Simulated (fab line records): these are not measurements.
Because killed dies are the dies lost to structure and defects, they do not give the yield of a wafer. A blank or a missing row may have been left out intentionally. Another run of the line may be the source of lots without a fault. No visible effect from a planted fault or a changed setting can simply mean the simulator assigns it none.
Chamber matching :: flow sky130 :: SKY_METAL4_ETCH_17 on rie diel-04 has 4 sister chambers
The step etches SiO2 in C4F8/O2/Ar, stops on TiN, time 3.9 s, target depth 15 nm. 14 wafers are shown with their chamber, then 7 later ones without.

== WAFERS WITH THEIR CHAMBER ==
wafer: L896.2
chamber: 2
bias w (W): 1194
oes product au (a.u.): 0.765
chamber pressure mTorr (mTorr): 40.02

wafer: L896.3
chamber: 3
bias w (W): 1199
oes product au (a.u.): 0.750
chamber pressure mTorr (mTorr): 39.97

wafer: L896.6
chamber: 3
bias w (W): 1201
oes product au (a.u.): 0.767
chamber pressure mTorr (mTorr): 40.01

wafer: L897.1
chamber: 1
bias w (W): 1202
oes product au (a.u.): 0.749
chamber pressure mTorr (mTorr): 40.02

wafer: L897.4
chamber: 0
bias w (W): 1205
oes product au (a.u.): 0.752
chamber pressure mTorr (mTorr): 40.06

wafer: L897.5
chamber: 1
bias w (W): 1199
oes product au (a.u.): 0.755
chamber pressure mTorr (mTorr): 40.08

wafer: L898.2
chamber: 3
bias w (W): 1199
oes product au (a.u.): 0.753
chamber pressure mTorr (mTorr): 40.02

wafer: L898.4
chamber: 0
bias w (W): 1198
oes product au (a.u.): 0.748
chamber pressure mTorr (mTorr): 40.00

wafer: L898.6
chamber: 0
bias w (W): 1203
oes product au (a.u.): 0.764
chamber pressure mTorr (mTorr): 39.95

wafer: L904.1
chamber: 1
bias w (W): 1194
oes product au (a.u.): 0.756
chamber pressure mTorr (mTorr): 40.00

wafer: L904.3
chamber: 0
bias w (W): 1200
oes product au (a.u.): 0.759
chamber pressure mTorr (mTorr): 40.10

wafer: L904.4
chamber: 2
bias w (W): 1200
oes product au (a.u.): 0.772
chamber pressure mTorr (mTorr): 40.03

wafer: L905.3
chamber: 1
bias w (W): 1197
oes product au (a.u.): 0.749
chamber pressure mTorr (mTorr): 40.01

wafer: L905.5
chamber: 2
bias w (W): 1201
oes product au (a.u.): 0.749
chamber pressure mTorr (mTorr): 39.95

SIGNATURES (averages over the wafers above)
reading: bias w
chamber 0: 1201.50
chamber 1: 1198.00
chamber 2: 1198.33
chamber 3: 1199.67
scatter within a chamber: 3.07

reading: oes product au
chamber 0: 0.75575
chamber 1: 0.75225
chamber 2: 0.76200
chamber 3: 0.75667
scatter within a chamber: 0.00799

reading: chamber pressure mTorr
chamber 0: 40.0275
chamber 1: 40.0275
chamber 2: 40.0000
chamber 3: 40.0000
scatter within a chamber: 0.0471
Rule: for a wafer and a chamber, the distance is found by dividing, reading by reading, the gap between the wafer's reading and the chamber's mean by the reading's scatter, squaring, summing and taking the root. The wafer belongs to the nearest chamber; if the next one is less than 2 further off, it can't be placed. The scatter: the root of (the sum of the squares of (reading less its chamber's mean) over the shown wafers, divided by (wafers less chambers)).

== WAFERS MISSING THEIR CHAMBER ==
wafer: L905.6
bias w (W): 1202
oes product au (a.u.): 0.767
chamber pressure mTorr (mTorr): 39.98

wafer: L909.2
bias w (W): 1203
oes product au (a.u.): 0.751
chamber pressure mTorr (mTorr): 40.04

wafer: L909.3
bias w (W): 1197
oes product au (a.u.): 0.754
chamber pressure mTorr (mTorr): 40.01

wafer: L909.6
bias w (W): 1202
oes product au (a.u.): 0.754
chamber pressure mTorr (mTorr): 39.96

wafer: L915.1
bias w (W): 1193
oes product au (a.u.): 0.759
chamber pressure mTorr (mTorr): 39.98

wafer: L915.4
bias w (W): 1195
oes product au (a.u.): 0.748
chamber pressure mTorr (mTorr): 40.00

wafer: L915.6
bias w (W): 1195
oes product au (a.u.): 0.764
chamber pressure mTorr (mTorr): 39.91

== WHICH CHAMBER EACH WENT THROUGH ==
wafer: L905.6
from the rows above: can't be placed: 2 or 3 or 0 or 1
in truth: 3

wafer: L909.2
from the rows above: can't be placed: 0 or 3 or 1 or 2
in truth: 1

wafer: L909.3
from the rows above: can't be placed: 1 or 3 or 2 or 0
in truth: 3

wafer: L909.6
from the rows above: can't be placed: 3 or 0 or 2 or 1
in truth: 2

wafer: L915.1
from the rows above: can't be placed: 2 or 1 or 3 or 0
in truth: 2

wafer: L915.4
from the rows above: can't be placed: 1 or 3 or 2 or 0
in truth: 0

wafer: L915.6
from the rows above: can't be placed: 2 or 3 or 1 or 0
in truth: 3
Correct placement for 0 of the 7. These rows do not allow placing 7 (true chamber among the candidates in 7). Wrongly placed: 0.
